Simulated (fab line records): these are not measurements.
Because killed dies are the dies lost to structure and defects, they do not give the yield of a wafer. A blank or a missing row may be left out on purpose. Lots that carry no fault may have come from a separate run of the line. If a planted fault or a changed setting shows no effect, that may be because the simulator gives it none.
Check of tool commonality | flow sky130 | Sampled: 13 lots, 44 wafers

## REASON IT WAS OPENED
3 of 13 lots carry a flag on the reading POLY_GATE_OXIDATION_THK at SKY_POLY_GATE_THK_MEAS_21. Wafers without a fault read 4.01 nm, standard deviation 0.098.
Rule: a lot is flagged when every wafer of it that has a number lies more than 4 standard deviations from that mean, or none has a number. As for the other lots, they are considered sound.

lot  | measured     | on            | POLY_GATE_OXIDATION_THK (nm), wafer by wafer | flag
L104 | day 16 13:19 | film_metro-04 | 3.95 3.89 3.87                               |
L105 | day 18 09:53 | film_metro-02 | 4.17 4.11 4.08                               |
L106 | day 18 09:53 | film_metro-03 | 4.09 4.18 4.15                               |
L107 | day 22 04:11 | film_metro-03 | 4.03 4.04 3.99                               |
L109 | day 22 07:02 | film_metro-04 | 6.73 6.80 6.76 6.75 6.81 6.75                | FLAGGED
L113 | day 22 10:03 | film_metro-04 | 6.70 6.58 6.80 6.71 6.61 6.75                | FLAGGED
L117 | day 22 10:04 | film_metro-02 | 3.90 3.91 3.89                               |
L111 | day 22 10:08 | film_metro-02 | 6.74 6.82                                    | FLAGGED
L118 | day 22 16:42 | film_metro-02 | 3.91 3.94 3.94                               |
L119 | day 22 16:42 | film_metro-03 | 3.90 4.00 4.07                               |
L120 | day 22 19:17 | film_metro-04 | 3.96 3.98 3.99                               |
L122 | day 23 05:00 | film_metro-02 | 3.96 4.04 3.98                               |
L123 | day 23 07:46 | film_metro-02 | 4.20 4.15 4.22                               |
Average over the flagged lots: 6.74 nm; offset from the usual +2.73 nm, equal to +28 standard deviations.

## WHICH TOOL EACH LOT WENT THROUGH
2 process steps preceding the reading are held in the record, out of 708 steps in the route. Every cell lists first the tool, next ch and the chambers used by the sampled wafers, and last the start.
lot  | flag    | SKY_POLY_GATE_ETCH_17            | SKY_POLY_GATE_OXIDATION_20
L104 |         | rie_si-01 ch 2,3, day 16 11:30   | furnace-02 ch 0, day 16 12:03
L105 |         | rie_si-01 ch 1,3, day 18 07:45   | furnace-01 ch 0, day 18 08:38
L106 |         | rie_si-02 ch 1,2,3, day 18 08:23 | furnace-01 ch 0, day 18 08:38
L107 |         | rie_si-01 ch 0,1,3, day 22 02:39 | furnace-02 ch 0, day 22 02:56
L109 | FLAGGED | rie_si-01 ch 1,2,3, day 22 02:59 | furnace-02 ch 0, day 22 04:11 and furnace-01 ch 0, day 22 05:47
L113 | FLAGGED | rie_si-02 ch 0,1,2, day 22 04:56 | furnace-02 ch 0, day 22 05:26
L117 |         | rie_si-01 ch 0,1, day 22 08:32   | furnace-02 ch 0, day 22 08:47
L111 | FLAGGED | rie_si-01 ch 3, day 22 04:19     | furnace-02 ch 0, day 22 05:26
L118 |         | rie_si-02 ch 1,2, day 22 13:20   | furnace-02 ch 0, day 22 15:27
L119 |         | rie_si-01 ch 0,1,2, day 22 13:26 | furnace-02 ch 0, day 22 15:27
L120 |         | rie_si-02 ch 1,2,3, day 22 16:02 | furnace-02 ch 0, day 22 18:02
L122 |         | rie_si-02 ch 1,2, day 23 00:38   | furnace-02 ch 0, day 23 03:44
L123 |         | rie_si-01 ch 1,3, day 23 04:23   | furnace-02 ch 0, day 23 06:31
What is done by these steps:
- SKY_POLY_GATE_ETCH_17: etches poly-Si in HBr/Cl2, stops on SiO2, target depth 180 nm, time 70.5 s.
- SKY_POLY_GATE_OXIDATION_20: stabilise 600 s, purge 300 s, target thk 4 nm.
- SKY_POLY_GATE_THK_MEAS_21

## FLAGGED AGAINST TOTAL, ONE TOOL AT A TIME (gauges that did the reading follow at the end)
step                       | tool          | lots run | flagged | share of the flagged lots | sound lots run after its first flagged lot
SKY_POLY_GATE_ETCH_17      | rie_si-01     | 8        | 2       | some                      | 3 (L117,L119,L123)
SKY_POLY_GATE_ETCH_17      | rie_si-02     | 5        | 1       | some                      | 3 (L118,L120,L122)
SKY_POLY_GATE_OXIDATION_20 | furnace-01    | 3        | 1       | some                      | 0
SKY_POLY_GATE_OXIDATION_20 | furnace-02    | 11       | 3       | all                       | 6 (L117,L118,L119,L120,L122,L123)
SKY_POLY_GATE_THK_MEAS_21  | film_metro-02 | 6        | 1       | some                      | 3 (L118,L122,L123)
SKY_POLY_GATE_THK_MEAS_21  | film_metro-03 | 3        | 0       | none                      | -
SKY_POLY_GATE_THK_MEAS_21  | film_metro-04 | 4        | 2       | some                      | 1 (L120)

## THE TABLE: WHAT IT ALLOWS
All flagged lots share 1 row of the table, namely furnace-02 at SKY_POLY_GATE_OXIDATION_20.
- furnace-02 at SKY_POLY_GATE_OXIDATION_20: 3 of its 11 lots flagged. After the first flagged lot (L117, L118, L119, L120, L122, L123), sound lots still ran on it; a lasting fault on the whole tool would not permit that.
There is no row in the table that ran each flagged lot and no sound lot after the first.

## WHAT THE SIMULATOR HAD INSERTED
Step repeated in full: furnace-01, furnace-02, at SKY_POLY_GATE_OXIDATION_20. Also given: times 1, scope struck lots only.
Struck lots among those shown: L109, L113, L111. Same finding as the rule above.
